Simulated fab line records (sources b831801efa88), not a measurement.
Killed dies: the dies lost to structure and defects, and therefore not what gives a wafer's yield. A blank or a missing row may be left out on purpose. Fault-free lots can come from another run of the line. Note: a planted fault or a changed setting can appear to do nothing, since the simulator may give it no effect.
2 desks looking at one fault    flow gf180mcu    only its own numbers are on each desk; what lay behind them is given at the end

DESK OF THE TOOL OWNER: cvd-w-02
The tool's own readings at GF_V3_CVD_23 (deposits W, target thk 350 nm, time 104.9 s): means of the sampled wafers that have a number, for each lot that ran on this tool. If a lot's mean is further than 4 standard deviations from the usual mean, the lot is out of limits and carries the mark OUT (the distance appears in the brackets).
Columns: A = heater-power-w at GF_V3_CVD_23, usual 881 W
lot   first seen here  A
L449  day 24 03:48     982
L450  day 24 16:56     979
L451  day 25 13:20     1014
L453  day 25 14:59     994
L454  day 26 05:51     915
L455  day 26 13:12     1007
L460  day 27 21:03     926
This desk found nothing out of limits on any of the 7 lots.

METROLOGY DESK
Lot by lot, what the gauges showed, no matter which tool ran the lot: averages of those sampled wafers that carry a number. If a lot's mean is further than 4 standard deviations from the usual mean, the lot is out of limits and carries the mark OUT (the distance appears in the brackets).
Columns: A = V3_W_RS at GF_V3_RS_MEAS_24, usual 0.324 ohm/sq; B = V3_W_THK at GF_V3_THK_MEAS_25, usual 347 nm
lot   first seen here  A                 B
L445  day 22 12:38     0.330             340
L447  day 23 12:22     0.324             348
L448  day 23 22:46     0.319             353
L449  day 24 03:56     0.324             351
L450  day 24 17:03     0.326             348
L451  day 25 13:26     0.321             355
L452  day 25 14:22     0.324             345
L453  day 25 15:07     0.323             350
L454  day 26 05:59     0.324             343
L455  day 26 13:20     0.323             344
L460  day 27 21:11     0.302 (-4.4) OUT  382 (+5.7) OUT
This desk's result: L460 out of limits, first on L460 (V3_W_RS at GF_V3_RS_MEAS_24), day 27 21:11. In limits: L445, L447, L448, L449, L450, L451, L452, L453, L454, L455.

TAKEN TOGETHER
L460 would have let the metrology desk raise an alarm at day 27 21:11.
The desk of the tool owner found nothing out of limits.
The tool owner's desk has L460 on record, within its limits.
Of the lots named, all ran GF_V3_CVD_23 on cvd-w-02.

WHAT HAD BEEN PUT IN BY THE SIMULATOR
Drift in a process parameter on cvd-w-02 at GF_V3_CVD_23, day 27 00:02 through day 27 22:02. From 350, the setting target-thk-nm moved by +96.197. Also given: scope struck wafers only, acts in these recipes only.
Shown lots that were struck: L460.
Delay in hours, fault start to first out-of-limits reading, per desk: metrology desk 21.
